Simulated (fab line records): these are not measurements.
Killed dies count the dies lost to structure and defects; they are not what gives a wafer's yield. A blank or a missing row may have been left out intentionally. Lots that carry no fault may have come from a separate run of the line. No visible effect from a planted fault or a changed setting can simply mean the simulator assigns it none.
A struck lot beside a sound one ; flow sky130 ; 15 steps out of a route of 708
Sound: wafers L473.4, L473.5, L473.6. Struck: wafers L481.1, L481.2, L481.4. At the end, the cause is stated.
For every step that has rows: the tool of each side, followed by ch and its chambers, followed by its first start. Under that, the readings that differ: sound wafers ; struck wafers ; difference of the means ; sigmas: that difference in standard deviations of wafers without a fault.
alike: a reading whose means differ by less than 2 such deviations, as well as words and numbers matching on both sides. not compared: withheld readings; readings where some wafer has no value; bounds like >300 that might hide an equal value; numbers whose values overlap and for which the record gives no deviation.
A row with sigmas, a row that says differs or no value, or rows on one side alone: a step with any of these is where the two part. Numbers that don't overlap but have no deviation are shown without sigmas and don't part them. A reading missing from all wafers of one side parts the sides only when that side holds two or more wafers.

SKY_FIELD_ISO_ETCH_17: etches Si in HBr/Cl2/O2, target depth 342 nm, time 97.7 s.
  sound on rie si-02 ch 0,1, day 2 20:02; struck on rie si-01 ch 0,2,3, day 4 16:17
  alike: HBr_flow_sccm, O2_flow_sccm, drypump motor current A, oes product au, throttle valve pct
  not compared: rf hours counter h
then, 5 steps without rows for these wafers: SKY_FIELD_ISO_WET_ETCH_18 (etches Si3N4 in H3PO4, target depth 25 nm, time 286 s); SKY_FIELD_ISO_CLEAN_19 (cleans in SC1/SC2, time 150 s); SKY_FIELD_ISO_CLEAN_20 (cleans in dHF, time 20 s); SKY_FIELD_ISO_WET_ETCH_21 (etches SiO2 in dHF, target depth 20 nm, time 400 s); SKY_FIELD_ISO_OXIDATION_22 (stabilise 600 s, purge 300 s, target thk 10 nm).
SKY_FIELD_ISO_THK_MEAS_23:
  sound on film metro-02, day 2 22:27; struck on film metro-02, day 4 19:22
  alike: FIELD_ISO_OXIDATION_01_THK
then, 1 step without rows for these wafers: SKY_FIELD_ISO_CVD_24 (deposits SiO2, target thk 595 nm, time 99.2 s).
SKY_FIELD_ISO_THK_MEAS_25:
  sound on film metro-01, day 2 22:35; struck on film metro-01, day 4 19:29
  alike: FIELD_ISO_CVD_24_THK
then, 1 step without rows for these wafers: SKY_FIELD_ISO_ANNEAL_26 (time 1800 s).
SKY_FIELD_ISO_CMP_27: polishes, stops on Si3N4, t overpolish 16 s, target thk 457.8 nm.
  sound on cmp-02 ch 0,2,3, day 3 01:34; struck on cmp-01 ch 1,2,3, day 4 22:22
  alike: motor current A, overpolish run s, slurry flow ml min, time to endpoint s
then, 1 step without rows for these wafers: SKY_FIELD_ISO_WET_ETCH_28 (etches SiO2 in dHF, target depth 23.7 nm, time 47 s).
SKY_FIELD_ISO_WET_ETCH_29: etches Si3N4 in H3PO4, target depth 160 nm, time 1825 s.
  sound on wet bench-02 ch 1, day 3 01:47; struck on wet bench-02 ch 3, day 4 22:41
  no value came back on the struck wafers for bath guard temp C (C), bath heat duty pct (%); on the sound wafers bath guard temp C (C) reads 160.8 161.0 160.9
reading;sound;struck;difference;sigmas
model.Si3N4_of_FIELD_ISO_CVD_03.thk nm (nm);0 0 0;121 121.8 122.8;+122;
then, 1 step without rows for these wafers: SKY_FIELD_ISO_WET_ETCH_30 (etches SiO2 in dHF, target depth 25 nm, time 50 s).
-- record jumps: 44 days separate the struck wafers' starts on either side; left off in module FIELD_ISO, taken up again in module PAD_OPEN, whose first shown step is the route's number 708 --
SKY_PAD_OPEN_PROBE_99:
  sound on prober-01, day 46 15:44; struck on prober-01, day 48 17:42
reading;sound;struck;difference;sigmas
killed at front end;11 21 22;414 419 424;+401;+98
killed dies;76 78 88;492 492 492;+411;+47
killed on rim;13 14 18;96 96 96;+81;+22
  alike: killed_at_M0_to_M3, killed_at_M4_up, killed at contacts, killed at other, killed open, killed short

WHERE THEY PART
Earliest at SKY_FIELD_ISO_WET_ETCH_29; latest, in this record, at SKY_PAD_OPEN_PROBE_99.

WHY: the cause the simulator had injected
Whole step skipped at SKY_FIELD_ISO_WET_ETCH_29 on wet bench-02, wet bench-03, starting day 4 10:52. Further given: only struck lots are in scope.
